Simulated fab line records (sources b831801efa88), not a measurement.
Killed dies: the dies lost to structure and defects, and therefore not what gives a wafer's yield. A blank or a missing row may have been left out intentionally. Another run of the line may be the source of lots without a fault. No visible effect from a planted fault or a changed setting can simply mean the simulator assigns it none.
Comparing a struck lot with a sound one | flow sfq_line | 14 out of 325 route steps
Sound: the wafers L166.1, L166.4, L166.6. Wafers struck: L156.1, L156.2, L156.3. The cause comes at the end.
Order at every step that has rows: each side's tool, ch and its chambers, its first start. Under that, the readings that differ: sound wafers | struck wafers | difference of the means | sigmas: that difference in standard deviations of wafers without a fault.
alike: words and numbers the same on both sides, and readings whose means are apart by under 2 such deviations; not compared: readings that were withheld, readings missing a value for some wafer, numbers with overlapping values and no deviation given by the record, and bounds like >300 which may hide the same value.
The two part at a step that has a row with sigmas, a row that says differs or no value, or rows on one side only. Non-overlapping numbers with no deviation appear without sigmas and do not part them. A reading missing from all wafers of one side parts the sides only when that side holds two or more wafers.

first, 1 step without rows for these wafers: SFQ_TRILAYER_M4_STRIP_SOLV_CLEAN_098 (cleans in NMP, time 600 s).
SFQ_TRILAYER_I4_DEP_PECVD_099: deposits SiO2 from SiH4/N2O, time 111.11 s, target thk 500 nm.
  sound on pecvd-01 ch 0,1,2, day 40 12:46; struck on pecvd-04 ch 0,1,2, day 38 02:49
  alike: heater_power_outer_w, heater_power_w, throttle_valve_pct
-- the record jumps here: 2 days lie between the struck wafers' starts before and after --
SFQ_TRILAYER_I4_CMP_CMP_100: polishes SiO2.
  sound on cmp-01 ch 1,3, day 43 12:05; struck on cmp-01 ch 0,1,3, day 40 14:23
  alike: head_pressure_psi, motor_current_A, platen_rpm, time_to_endpoint_s
SFQ_I4_BOW_MEAS_927:
  sound on film_metro-03, day 43 14:35; struck on film_metro-02, day 40 17:23
  alike: I4_BOW
SFQ_TRILAYER_I4_METRO_MEASURE_101:
  sound on film_metro-03, day 43 14:43; struck on film_metro-02, day 40 17:31
  alike: thk_nm
then, 6 steps without rows for these wafers: SFQ_TRILAYER_I4_VIA_LITHO_COAT_108 (resist thk 62 nm); SFQ_TRILAYER_I4_VIA_LITHO_COAT_103 (resist thk 650 nm); SFQ_TRILAYER_I4_VIA_LITHO_SOFTBAKE_107; SFQ_TRILAYER_I4_VIA_LITHO_EXPOSE_104 (exposes mask I4, target cd 700 nm); SFQ_TRILAYER_I4_VIA_LITHO_PEB_106 (peb time 60 s); SFQ_TRILAYER_I4_VIA_LITHO_DEVELOP_105 (time 60 s).
-- the record jumps here: 4 days lie between the struck wafers' starts before and after --
SFQ_I4_OVL_MEAS_928:
  sound on overlay-01, day 48 11:19; struck on overlay-01, day 44 15:28
  alike: I4_OVL
SFQ_TRILAYER_I4_VIA_BARC_OPEN_VIA_ETCH_146: etches BARC in O2, target depth 125 nm, time 41.7 s.
  sound on rie_diel-02 ch 0,1, day 48 11:22; struck on rie_diel-02 ch 0,1,2, day 44 15:30
  reading    | sound             | struck            | difference | sigmas
  bias_w (W) | 80.03 80.31 80.04 | 75.75 75.36 75.41 | -4.62      | -20
  alike: drypump_motor_current_A, oes_product_au
  not compared: rf_hours_counter_h
SFQ_TRILAYER_I4_VIA_ETCH_VIA_ETCH_106: etches SiO2 in CHF3, stops on Nb, target depth 260 nm.
  sound on rie_diel-02 ch 0,1, day 48 11:24; struck on rie_diel-02 ch 0,1,2, day 44 15:32
  alike: bias_w, drypump_motor_current_A, oes_product_au

== WHERE THEY PART ==
Within this record, at SFQ_TRILAYER_I4_VIA_BARC_OPEN_VIA_ETCH_146 only. Later steps at which nothing parts them and some readings are alike: SFQ_TRILAYER_I4_VIA_ETCH_VIA_ETCH_106.

WHY: the cause the simulator had injected
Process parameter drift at SFQ_TRILAYER_I4_VIA_BARC_OPEN_VIA_ETCH_146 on rie_diel-02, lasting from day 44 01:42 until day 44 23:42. Setting bias_w shifted by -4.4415 from 80. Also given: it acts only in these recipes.
